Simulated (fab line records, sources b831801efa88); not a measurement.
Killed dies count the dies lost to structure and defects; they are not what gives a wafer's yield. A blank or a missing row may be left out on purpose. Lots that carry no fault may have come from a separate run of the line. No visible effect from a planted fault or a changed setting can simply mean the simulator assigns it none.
Problem report in the 8D (eight disciplines) form, filled by code ; flow sfq-line ; the parts of the form that need people (team, actions taken, sign-off) are left out

1. THE PROBLEM
oes-product-au at SFQ_TRILAYER_R5_ETCH_METAL_ETCH_139 reads a mean of 0.732 a.u. on 3 wafers of 3 lots; wafers without a fault read 0.992 a.u. with a standard deviation of 0.0067. That puts it -39 standard deviations away from the usual mean.
The step: etches the open film in Cl2, stops on SiO2, target depth 60 nm, time 40 s.
First observed at day 68 22:46: wafer L992.3, on rie-metal-04. The record has a number at this step for 18 wafers belonging to 7 lots. Rule for "out", or "out of limits": more than 4 standard deviations from the usual mean. Any other wafer with a number is counted as sound.

2. WHAT THIS IS AND IS NOT
question;is;is not
which readings at this step;oes-product-au;drypump-motor-current-A
which lots;L992, L994, L995;L980, L984, L998, L999
which wafers of those lots;L992.3, L994.3, L995.3;L992.1, L994.6, L995.6
read on which tools;rie-metal-04;rie-metal-01, rie-metal-03
when;from day 68 22:46;"up to then (7 sound wafers); but 8 sound wafers of L994, L995, L998, L999 came after"

3. SUSPECTS, AND WHAT RULES EACH OUT
Counting: any tool at a process step up to the reading remains a suspect provided it ran every lot that is out. Sound lots after the first of them don't rule it out here, since some wafers of a struck lot are sound.
- rie-metal-04 at SFQ_TRILAYER_R5_BARC_OPEN_METAL_ETCH_177 (etches BARC in O2, target depth 125 nm, time 41.7 s): kept. Every lot that is out went through it, the first being L992 (day 68 22:43); the last sound lot it ran before that was L980 (day 59 00:06).
- rie-metal-04 at SFQ_TRILAYER_R5_ETCH_METAL_ETCH_139 (etches the open film in Cl2, stops on SiO2, target depth 60 nm, time 40 s): kept. Every lot that is out went through it, the first being L992 (day 68 22:46); the last sound lot it ran before that was L980 (day 59 00:10). Out on those wafers are its own readings of oes-product-au.
Remaining after the count are rie-metal-04 at SFQ_TRILAYER_R5_BARC_OPEN_METAL_ETCH_177 and rie-metal-04 at SFQ_TRILAYER_R5_ETCH_METAL_ETCH_139.

4. THE CAUSE (what the simulator had put in)
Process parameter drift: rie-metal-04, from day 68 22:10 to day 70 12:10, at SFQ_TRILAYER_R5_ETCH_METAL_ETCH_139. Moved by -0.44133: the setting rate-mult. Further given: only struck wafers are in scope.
This tool is one of the 2 suspects left after counting.

5. THE CHAIN OF EFFECTS, in route order
One row per reading whose mean, taken over the struck wafers that have a number, lies over 3 standard deviations from the usual. Scope: only readings with a usual standard deviation given in the record; hours: median across lots of the time from each lot's start at the first step in this table that gives one to its start at this step; sigmas: change in usual standard deviations.
hours;step;reading;usual;on struck wafers;change;sigmas
0;SFQ_TRILAYER_R5_ETCH_METAL_ETCH_139;oes-product-au;0.992 a.u.;0.732;-0.260;-39
It contains these process steps:
- SFQ_TRILAYER_R5_ETCH_METAL_ETCH_139: etches the open film in Cl2, stops on SiO2, target depth 60 nm, time 40 s.

6. WHAT WOULD HAVE CAUGHT IT SOONER
In this record the first reading out of limits was taken at day 68 22:46, 1 hour after the fault began at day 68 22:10.
